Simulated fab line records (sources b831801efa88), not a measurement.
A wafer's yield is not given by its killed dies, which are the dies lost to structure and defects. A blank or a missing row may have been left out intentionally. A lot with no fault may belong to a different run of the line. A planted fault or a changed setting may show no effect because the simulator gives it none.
Shared-tool check + flow gf180mcu + 54 wafers sampled across 15 lots

== WHY THIS WAS OPENED ==
GF_TOP_METAL_THK_MEAS_06, reading TOP_METAL_ALCU_THK: flagged on 3 of 15 lots. Wafers without a fault read 880 nm, standard deviation 7.3.
Rule: a lot is flagged when every wafer of it that has a number lies more than 4 standard deviations from that mean, or none has a number. The rest of the lots are taken to be sound.

| lot  | measured     | on            | TOP_METAL_ALCU_THK (nm), wafer by wafer | flag    |
|------|--------------|---------------|-----------------------------------------|---------|
| L129 | day 28 03:28 | film_metro-04 | 879 869 888                             |         |
| L130 | day 28 07:10 | film_metro-01 | 939 948 945 942 948 941                 | FLAGGED |
| L131 | day 28 14:25 | film_metro-04 | 930 937 930 927 932 929                 | FLAGGED |
| L132 | day 28 21:53 | film_metro-02 | 920 916 920 918 921 918                 | FLAGGED |
| L139 | day 30 21:13 | film_metro-04 | 884 884 881                             |         |
| L140 | day 31 03:41 | film_metro-04 | 873 873 877                             |         |
| L141 | day 31 10:25 | film_metro-02 | 887 875 880                             |         |
| L142 | day 31 20:21 | film_metro-04 | 876 888 881                             |         |
| L143 | day 32 01:28 | film_metro-01 | 866 877 876                             |         |
| L144 | day 32 05:24 | film_metro-04 | 882 892 880                             |         |
| L145 | day 32 08:58 | film_metro-04 | 878 883 887                             |         |
| L146 | day 32 19:35 | film_metro-01 | 879 879 871                             |         |
| L147 | day 32 22:51 | film_metro-04 | 887 886 891                             |         |
| L149 | day 33 06:26 | film_metro-04 | 880 876 877                             |         |
| L150 | day 33 13:20 | film_metro-04 | 885 880 882                             |         |
The numbers of the flagged lots are 931 nm on average: +51 nm against the usual, or +7 standard deviations.

== EACH LOT AND THE TOOL IT RAN ON ==
3 process steps preceding the reading are held in the record, out of 602 steps in the route. Each cell gives the tool, then ch followed by the chambers the sampled wafers passed through, then the start.
| lot  | flag    | GF_M4_SPUTTER_00             | GF_V4_ETCH_16                      | GF_TOP_METAL_SPUTTER_04      |
|------|---------|------------------------------|------------------------------------|------------------------------|
| L129 |         | pvd_sputter-02, day 23 08:50 | rie_diel-03 ch 0,2,3, day 25 07:26 | pvd_sputter-04, day 28 03:19 |
| L130 | FLAGGED | pvd_sputter-03, day 23 14:32 | rie_diel-02 ch 0,1,2, day 25 11:26 | pvd_sputter-04, day 28 07:01 |
| L131 | FLAGGED | pvd_sputter-04, day 23 20:37 | rie_diel-01 ch 0,1, day 25 17:54   | pvd_sputter-03, day 28 12:36 |
| L132 | FLAGGED | pvd_sputter-03, day 24 03:31 | rie_diel-03 ch 0,2,3, day 26 00:32 | pvd_sputter-02, day 28 18:52 |
| L139 |         | pvd_sputter-02, day 26 11:34 | rie_diel-02 ch 0,1,2, day 28 06:02 | pvd_sputter-04, day 30 21:03 |
| L140 |         | pvd_sputter-03, day 26 19:29 | rie_diel-01 ch 0,1,3, day 28 14:32 | pvd_sputter-03, day 31 03:31 |
| L141 |         | pvd_sputter-03, day 27 04:01 | rie_diel-03 ch 0,1,3, day 28 21:21 | pvd_sputter-02, day 31 10:16 |
| L142 |         | pvd_sputter-03, day 27 12:47 | rie_diel-01 ch 2,3, day 29 05:59   | pvd_sputter-03, day 31 20:12 |
| L143 |         | pvd_sputter-04, day 27 20:57 | rie_diel-01 ch 0,1,2, day 29 14:17 | pvd_sputter-04, day 32 01:19 |
| L144 |         | pvd_sputter-03, day 28 02:33 | rie_diel-02 ch 0,2,3, day 29 19:45 | pvd_sputter-03, day 32 05:15 |
| L145 |         | pvd_sputter-02, day 28 06:15 | rie_diel-01 ch 0,2,3, day 29 22:38 | pvd_sputter-03, day 32 08:41 |
| L146 |         | pvd_sputter-02, day 28 20:01 | rie_diel-01 ch 1,3, day 30 11:51   | pvd_sputter-04, day 32 19:26 |
| L147 |         | pvd_sputter-04, day 28 22:03 | rie_diel-01 ch 0,1,2, day 30 14:17 | pvd_sputter-04, day 32 22:42 |
| L149 |         | pvd_sputter-04, day 29 08:38 | rie_diel-01 ch 1,3, day 30 22:50   | pvd_sputter-04, day 33 06:17 |
| L150 |         | pvd_sputter-03, day 29 17:10 | rie_diel-02 ch 0,1, day 31 06:51   | pvd_sputter-04, day 33 13:11 |
What the steps here do:
- GF_M4_SPUTTER_00: material Ti, target thk 37.5 nm, time 150 s.
- GF_V4_ETCH_16: etches BARC in N2/H2.
- GF_TOP_METAL_SPUTTER_04: material TiN, target thk 25 nm, time 20.8 s.
- GF_TOP_METAL_THK_MEAS_06: measures by xrf.

== FLAGGED OVER TOTAL, TOOL BY TOOL (the gauges that took the reading come last) ==
| step                     | tool           | lots run | flagged | share of the flagged lots | sound lots run after its first flagged lot  |
|--------------------------|----------------|----------|---------|---------------------------|---------------------------------------------|
| GF_M4_SPUTTER_00         | pvd_sputter-02 | 4        | 0       | none                      | -                                           |
| GF_M4_SPUTTER_00         | pvd_sputter-03 | 7        | 2       | some                      | 5 (L140,L141,L142,L144,L150)                |
| GF_M4_SPUTTER_00         | pvd_sputter-04 | 4        | 1       | some                      | 3 (L143,L147,L149)                          |
| GF_V4_ETCH_16            | rie_diel-01    | 8        | 1       | some                      | 7 (L140,L142,L143,L145,L146,L147,L149)      |
| GF_V4_ETCH_16            | rie_diel-02    | 4        | 1       | some                      | 3 (L139,L144,L150)                          |
| GF_V4_ETCH_16            | rie_diel-03    | 3        | 1       | some                      | 1 (L141)                                    |
| GF_TOP_METAL_SPUTTER_04  | pvd_sputter-02 | 2        | 1       | some                      | 1 (L141)                                    |
| GF_TOP_METAL_SPUTTER_04  | pvd_sputter-03 | 5        | 1       | some                      | 4 (L140,L142,L144,L145)                     |
| GF_TOP_METAL_SPUTTER_04  | pvd_sputter-04 | 8        | 1       | some                      | 6 (L139,L143,L146,L147,L149,L150)           |
| GF_TOP_METAL_THK_MEAS_06 | film_metro-01  | 3        | 1       | some                      | 2 (L143,L146)                               |
| GF_TOP_METAL_THK_MEAS_06 | film_metro-02  | 2        | 1       | some                      | 1 (L141)                                    |
| GF_TOP_METAL_THK_MEAS_06 | film_metro-04  | 10       | 1       | some                      | 8 (L139,L140,L142,L144,L145,L147,L149,L150) |

== WHAT THE TABLE PERMITS ==
No row of the table ran every flagged lot.

== WHAT THE SIMULATOR PUT IN ==
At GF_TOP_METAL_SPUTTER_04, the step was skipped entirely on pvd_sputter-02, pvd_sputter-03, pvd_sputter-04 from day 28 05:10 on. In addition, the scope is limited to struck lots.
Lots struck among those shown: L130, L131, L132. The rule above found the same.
